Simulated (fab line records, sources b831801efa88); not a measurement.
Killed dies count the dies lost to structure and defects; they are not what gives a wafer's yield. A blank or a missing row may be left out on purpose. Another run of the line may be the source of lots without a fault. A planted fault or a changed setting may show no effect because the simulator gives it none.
fab line records	flow sky130
record lots=5	wafers=15	lastDay=50
route steps=708 shown SD_N@343 PAD_OPEN@708
lots that met no fault: from a run of the same line without faults
startH: start of the lot's first displayed wafer, in hours after the record's first day	waitH: how many hours have passed since the lot's step before this one	" repeats the value in the row above	L1.1+2: several wafers, shown together as one row	- no value present, or no start provided	* or withheld: withheld	< > ~ a bound
route shown NAME@n: NAME is a module with steps in the file, n the number in the route of the first one	usual: the fault-free wafers' mean and standard deviation	same: alike in all rows	chamber/n: place in a boat	sites: the reading at each site	_std_site: their standard deviation	_edge_site: inner sites' mean taken away from outer sites' mean	radiusMm: how far each site lies from the wafer's centre	mask NAME#n: copy n	behind: the last tool/chamber to shape the wafer	hold: the reason the lot was held/the length of the hold in hours/how it ended	device: the n, p or np transistor that did not switch	end of line: the tests these same wafers got at the end of their route	a step without rows: its recipe alone	killed: dies that structure and defects cost at the first sort, which is not the same as the wafer's yield	map: dies across one wafer; x = killed, . = not, _ = none there
set.NAME: the setting as run; set.NAME@STEP: as run at that earlier step	model.NAME: the simulator's own value behind a step, which no gauge read
certain route steps with their lots: each step a table, each wafer a row
services: when a tool's chamber went out of use (startH, in hours from the record's first day, below 0 if earlier), for how many hours, and the reason
## steps
# step SKY_SD_N_HMDS_01
# recipe primeTimeS=60	primeTempC=120
# step SKY_SD_N_COAT_02
# recipe resist=NOVOLAK	spinRpm=3000	resistThkNm=1140
# step SKY_SD_N_SOFTBAKE_03
# recipe tempC=90	timeS=60	resist=NOVOLAK
# step SKY_SD_N_EXPOSE_04
# recipe maskId=NSDM	na=0.6	sourceShape=conventional	sigmaOuter=0.6	polarization=unpolarized	targetCdNm=380	doseMj=141
# step SKY_SD_N_PEB_05
# recipe tempC=withheld	timeS=*	resist=NOVOLAK
# step SKY_SD_N_DEVELOP_06
# recipe resist=NOVOLAK	developer=TMAH	developTimeS=60	devTempC=23
# step SKY_SD_N_CD_MEAS_07
# recipe targetCdNm=380
# usual cdNm=380.6/1.7
lot.wafer	tool	chamber	startH	waitH	cdNm
L741.1	cdSem-02	-	656.44	0.1	379.6
L741.5	"	-	"	"	378.0
L741.6	"	-	"	"	378.7
L750.3	cdSem-02	-	734.88	0.1	380.7
L750.4	"	-	"	"	381.0
L750.6	"	-	"	"	380.6
L754.1	cdSem-02	-	781.39	0.1	380.4
L754.3	"	-	"	"	379.9
L754.5	"	-	"	"	381.7
L757.1	cdSem-02	-	782.97	0.1	378.9
L757.2	"	-	"	"	380.9
L757.3	"	-	"	"	381.1
L763.1	cdSem-02	-	824.56	0.2	381.9
L763.4	"	-	"	"	380.3
L763.6	"	-	"	"	378.6
# step SKY_SD_N_OVL_MEAS_08
# usual SD_N_OVL=0.4/1.4
lot.wafer	tool	chamber	startH	waitH	SD_N_OVL[nm]
L741.1	overlay-01	-	656.56	0.1	-1.0
L741.5	"	-	"	"	1.2
L741.6	"	-	"	"	-1.3
L750.3	overlay-01	-	734.98	0.1	2.0
L750.4	"	-	"	"	-0.7
L750.6	"	-	"	"	1.0
L754.1	overlay-02	-	781.51	0.1	-2.2
L754.3	"	-	"	"	0.5
L754.5	"	-	"	"	-2.6
L757.1	overlay-02	-	783.09	0.1	0.2
L757.2	"	-	"	"	-0.8
L757.3	"	-	"	"	2.2
L763.1	overlay-02	-	824.68	0.1	1.6
L763.4	"	-	"	"	1.4
L763.6	"	-	"	"	2.6
# step SKY_SD_N_IMPLANT_09
# recipe species=As	energyKev=50	doseCm2=4e+15	tiltDeg=0
# step SKY_SD_N_IMPLANT_10
# recipe species=P	energyKev=20	doseCm2=1e+14	tiltDeg=0
# step SKY_SD_N_STRIP_11
# recipe chemistry=O2/N2	powerW=1400	pressureMtorr=1500	platenTempC=withheld	o2FlowSccm=3000	n2FlowSccm=300	overashFraction=0.5
# usual drypumpMotorCurrentA=5.5/0.32	o2FlowSccm=3000/9.1	oesProductAu=0.527/0.0045	stripTimeToEndpointS=22.54/0.045
# same overashFraction=0.5
lot.wafer	tool	chamber	startH	waitH	drypumpMotorCurrentA	o2FlowSccm	oesProductAu	rfHoursCounterH	stripTimeToEndpointS
L741.1	plasmaAsher-01	1	656.89	0.1	5.9	2996	0.521	49	22.52
L741.5	"	1	"	"	5.9	2994	0.527	-	22.54
L741.6	"	0	"	"	5.1	3006	0.528	-	22.53
L750.3	plasmaAsher-01	0	735.33	0.1	5.1	3002	0.524	-	22.56
L750.4	"	1	"	"	5.9	3010	0.525	-	22.54
L750.6	"	0	"	"	5.1	2999	0.532	-	22.56
L754.1	plasmaAsher-03	0	781.84	0.1	5.4	3018	0.535	36	22.56
L754.3	"	1	"	"	5.4	2990	0.529	-	22.55
L754.5	"	1	"	"	5.4	2988	0.521	-	22.56
L757.1	plasmaAsher-03	0	783.42	0.1	5.4	2993	0.523	36	22.51
L757.2	"	1	"	"	5.4	2989	0.528	36	22.51
L757.3	"	0	"	"	5.4	2999	0.529	-	22.51
L763.1	plasmaAsher-01	1	825.01	0.1	5.9	2997	0.525	66	22.57
L763.4	"	0	"	"	5.0	3011	0.520	-	22.61
L763.6	"	1	"	"	5.9	3004	0.521	-	22.60
# step SKY_SD_N_TW_MEAS_12
# usual SD_N_TW=3970/29
lot.wafer	tool	chamber	startH	waitH	SD_N_TW
L741.1	filmMetro-03	-	656.99	0.1	4001
L741.5	"	-	"	"	4026
L741.6	"	-	"	"	4022
L750.3	filmMetro-02	-	735.42	0.1	3943
L750.4	"	-	"	"	3956
L750.6	"	-	"	"	3959
L754.1	filmMetro-03	-	781.94	0.1	4072
L754.3	"	-	"	"	4038
L754.5	"	-	"	"	4032
L757.1	filmMetro-02	-	783.52	0.1	3921
L757.2	"	-	"	"	3933
L757.3	"	-	"	"	3938
L763.1	filmMetro-04	-	825.11	0.1	3982
L763.4	"	-	"	"	3986
L763.6	"	-	"	"	3984
# step SKY_SD_N_CLEAN_13
# recipe chemistry=SC1/SC2	mix=1:4:20	tempC=70	timeS=150	dry=n2Spin
# usual runLengthS=180/3.9
lot.wafer	tool	chamber	startH	waitH	runLengthS
L741.1	wetBench-02	1	657.05	0.1	182
L741.5	"	1	"	"	182
L741.6	"	1	"	"	182
L750.3	wetBench-04	3	735.46	0.0	74
L750.4	"	3	"	"	74
L750.6	"	3	"	"	74
L754.1	wetBench-02	2	782.00	0.1	184
L754.3	"	2	"	"	184
L754.5	"	2	"	"	184
L757.1	wetBench-02	0	783.58	0.1	183
L757.2	"	0	"	"	183
L757.3	"	0	"	"	183
L763.1	wetBench-04	2	825.17	0.1	177
L763.4	"	2	"	"	177
L763.6	"	2	"	"	177
# step SKY_SD_N_RTA_14
# recipe tempC=1075	timeS=2	idleTempC=650	rampUpCPerS=150	rampDownCPerS=90	ambient=N2
# usual lampPowerPct=15.73/0.053	wafer_temp_C_max=1078.0/1.2
lot.wafer	tool	chamber	startH	waitH	lampPowerPct	wafer_temp_C_max
L741.1	rtpAnneal-02	0	657.11	0.0	15.67	1078.9
L741.5	"	0	"	"	15.80	1078.1
L741.6	"	0	"	"	15.77	1079.8
L750.3	rtpAnneal-02	0	735.53	0.0	15.71	1077.2
L750.4	"	0	"	"	15.71	1077.1
L750.6	"	0	"	"	15.84	1076.6
L754.1	rtpAnneal-02	0	782.06	0.0	15.69	1079.4
L754.3	"	0	"	"	15.61	1078.2
L754.5	"	0	"	"	15.77	1080.3
L757.1	rtpAnneal-02	0	783.64	0.0	15.79	1078.0
L757.2	"	0	"	"	15.75	1079.4
L757.3	"	0	"	"	15.75	1077.4
L763.1	rtpAnneal-02	0	825.22	0.0	15.78	1078.2
L763.4	"	0	"	"	15.75	1078.5
L763.6	"	0	"	"	15.75	1079.3
# step SKY_PAD_OPEN_PROBE_99
# usual killed_at_M0_to_M3=44/8.6	killed_at_M4_up=3.4/1.9	killedAtContacts=23/5.7	killedAtFrontEnd=15/4.5	killedAtOther=0.4/0.62	killedDies=86/11	killedOpen=46/7.6	killedShort=39/6.3
# same grossDies=492	killedAtBackSide=0
lot.wafer	tool	chamber	startH	waitH	killed_at_M0_to_M3	killed_at_M4_up	killedAtContacts	killedAtFrontEnd	killedAtOther	killedDies	killedOpen	killedShort	model.etest.diodeNwellSub.leakLog10ACm2	model.etest.diodeDnwellSub.leakLog10ACm2	model.etest.diodePwellDnwell.leakLog10ACm2	model.etest.nfet_16v.offLog10AUm	model.etest.pfet_16v.offLog10AUm
L741.1	prober-02	-	1085.39	0.1	32	3	19	7	1	62	37	25	-7.211	-7.291	-7.683	-13.88	-13.88
L741.5	prober-02	-	1085.59	0.2	35	6	23	15	0	79	37	42	-7.205	-7.367	-7.62	-13.91	-13.89
L741.6	prober-02	-	1085.64	0.2	30	3	31	8	0	72	42	30	-7.539	-7.173	-7.364	-13.75	-13.83
L750.3	prober-02	-	1143.39	0.2	46	5	16	10	0	77	44	33	-6.78	-6.679	-7.132	-13.76	-13.81
L750.4	prober-02	-	1143.44	0.2	55	3	17	8	0	83	42	41	-6.648	-6.56	-7.334	-13.77	-13.8
L750.6	prober-02	-	1143.54	0.2	53	0	18	13	2	86	39	47	-6.934	-6.92	-7.109	-13.64	-13.77
L754.1	prober-02	-	1174.29	0.1	43	2	28	11	0	84	48	36	-7.264	-7.328	-7.796	-13.8	-13.86
L754.3	prober-02	-	1174.39	0.2	47	2	42	8	0	99	56	43	-7.556	-7.12	-7.755	-13.87	-13.78
L754.5	prober-02	-	1174.49	0.2	35	3	27	14	0	79	42	34	-7.18	-7.302	-7.463	-13.83	-13.81
L757.1	prober-02	-	1175.13	0.1	33	2	24	10	1	70	30	38	-7.34	-7.287	-7.743	-13.79	-13.93
L757.2	prober-02	-	1175.18	0.1	40	11	19	13	0	83	48	35	-7.324	-7.095	-7.399	-13.8	-13.74
L757.3	prober-02	-	1175.23	0.2	45	5	21	15	1	87	47	38	-7.306	-7.258	-7.682	-13.91	-13.88
L763.1	prober-02	-	1200.79	0.1	42	1	36	14	0	93	48	45	-7.195	-7.34	-7.434	-13.71	-13.85
L763.4	prober-02	-	1200.94	0.2	45	5	19	22	1	92	48	43	-7.297	-7.345	-7.683	-13.86	-13.84
L763.6	prober-02	-	1201.04	0.2	47	1	23	13	0	84	53	30	-7.139	-7.555	-7.437	-13.86	-13.84
# killed by level:class
L741.1 VIA1:geometricParticle:open=11 CONTACT:geometricParticle:open=7 LI_CONTACT:geometricParticle:open=6 VIA1:geometricParticle:short=4 VIA2:geometricParticle:short=4 POLY_GATE:geometricParticle:open=3 LI_CONTACT:geometricParticle:short=3 LOCAL_INTERCONNECT:geometricParticle:short=3
L741.5 CONTACT:geometricParticle:open=8 VIA1:geometricParticle:open=8 CONTACT:geometricParticle:short=7 METAL2:geometricParticle:short=6 VIA2:geometricParticle:open=6 VIA3:geometricParticle:open=5 FIELD_ISO:geometricParticle:short=3 METAL1:geometricParticle:short=3
L741.6 CONTACT:geometricParticle:open=14 VIA1:geometricParticle:open=11 CONTACT:geometricParticle:short=7 LI_CONTACT:geometricParticle:open=5 VIA2:geometricParticle:open=4 LOCAL_INTERCONNECT:geometricParticle:short=3 VIA1:geometricParticle:short=3 METAL4:geometricParticle:short=3
L750.3 VIA1:geometricParticle:open=11 VIA3:geometricParticle:open=7 CONTACT:geometricParticle:open=6 VIA2:geometricParticle:open=5 METAL4:geometricParticle:short=5 METAL1:geometricParticle:short=5 VIA1:geometricParticle:short=5 LI_CONTACT:geometricParticle:open=4
L750.4 VIA3:geometricParticle:open=13 VIA1:geometricParticle:open=10 VIA2:geometricParticle:open=7 METAL1:geometricParticle:short=6 CONTACT:geometricParticle:open=5 VIA3:geometricParticle:short=5 LOCAL_INTERCONNECT:geometricParticle:short=4 CONTACT:geometricParticle:short=4
L750.6 VIA3:geometricParticle:open=8 VIA3:geometricParticle:short=8 CONTACT:geometricParticle:open=7 METAL2:geometricParticle:short=6 VIA1:geometricParticle:open=6 LOCAL_INTERCONNECT:geometricParticle:short=5 VIA2:geometricParticle:short=5 VIA2:geometricParticle:open=5
L754.1 VIA3:geometricParticle:open=13 VIA2:geometricParticle:open=10 CONTACT:geometricParticle:short=8 CONTACT:geometricParticle:open=7 LI_CONTACT:geometricParticle:open=6 METAL2:geometricParticle:short=4 LOCAL_INTERCONNECT:geometricParticle:short=4 VIA1:geometricParticle:open=4
L754.3 VIA1:geometricParticle:open=11 CONTACT:geometricParticle:open=10 VIA2:geometricParticle:open=10 LI_CONTACT:geometricParticle:short=9 VIA3:geometricParticle:open=8 CONTACT:geometricParticle:short=7 METAL2:geometricParticle:short=7 LOCAL_INTERCONNECT:geometricParticle:short=6
L754.5 CONTACT:geometricParticle:open=10 VIA3:geometricParticle:open=8 POLY_GATE:geometricParticle:short=5 LI_CONTACT:geometricParticle:short=5 LI_CONTACT:geometricParticle:open=5 VIA2:geometricParticle:open=5 VIA1:geometricParticle:open=5 POLY_GATE:geometricParticle:open=4
L757.1 LI_CONTACT:geometricParticle:open=8 CONTACT:geometricParticle:short=7 METAL1:geometricParticle:short=7 VIA3:geometricParticle:open=6 VIA2:geometricParticle:open=5 LOCAL_INTERCONNECT:geometricParticle:short=4 VIA1:geometricParticle:open=4 FIELD_ISO:geometricParticle:open=3
L757.2 METAL1:geometricParticle:short=9 VIA1:geometricParticle:open=9 CONTACT:geometricParticle:open=7 METAL4:geometricParticle:short=7 FIELD_ISO:geometricParticle:open=6 LI_CONTACT:geometricParticle:open=6 VIA2:geometricParticle:open=6 METAL2:geometricParticle:short=4
L757.3 VIA1:geometricParticle:open=8 METAL1:geometricParticle:short=7 METAL2:geometricParticle:short=7 FIELD_ISO:geometricParticle:open=6 LI_CONTACT:geometricParticle:open=6 VIA3:geometricParticle:open=6 VIA2:geometricParticle:open=6 CONTACT:geometricParticle:open=5
L763.1 LI_CONTACT:geometricParticle:open=9 CONTACT:geometricParticle:open=9 LOCAL_INTERCONNECT:geometricParticle:short=7 VIA2:geometricParticle:open=7 VIA1:geometricParticle:short=7 CONTACT:geometricParticle:short=6 VIA1:geometricParticle:open=5 VIA3:geometricParticle:open=5
L763.4 FIELD_ISO:geometricParticle:open=9 LI_CONTACT:geometricParticle:open=8 VIA1:geometricParticle:open=8 METAL1:geometricParticle:short=7 CONTACT:geometricParticle:open=6 VIA1:geometricParticle:short=6 VIA2:geometricParticle:open=6 METAL4:geometricParticle:short=5
L763.6 VIA1:geometricParticle:open=12 CONTACT:geometricParticle:open=9 VIA2:geometricParticle:open=9 LI_CONTACT:geometricParticle:open=8 VIA1:geometricParticle:short=6 POLY_GATE:geometricParticle:open=5 METAL1:geometricParticle:short=4 VIA3:geometricParticle:open=4
## services
tool	chamber	startH	hours	kind
wetBench-02	-	734.32	34.2	pm
plasmaAsher-03	-	745.77	2.1	repair
## key
firstSign step=SKY_SD_N_CLEAN_13	reading=runLengthS	direction=down	sigmas=27	usual=*	struck=*
effect none on later readings
modelEffect step=SKY_PAD_OPEN_PROBE_99	value=etest.diodeNwellSub.leakLog10ACm2	without=-7.329	struck=-6.788
metAt SKY_SD_N_CLEAN_13
struckWafers L750.3,L750.4,L750.6
testerLeftOut L750
fault kind=processParameterDrift	tool=wetBench-04	chamber=3	onsetH=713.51	steps=SKY_SD_N_CLEAN_13	channel=timeS	offset=*	shape=step	endH=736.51	actsIn=*	stated=*
# testerLeftOut: of these lots the tester's yield and bins aren't shown, on N5 and GAA mostly nor the transistor test; their killed dies are dies lost to structure and defects alone, not to doping, threshold or leakage, so they don't give the yield
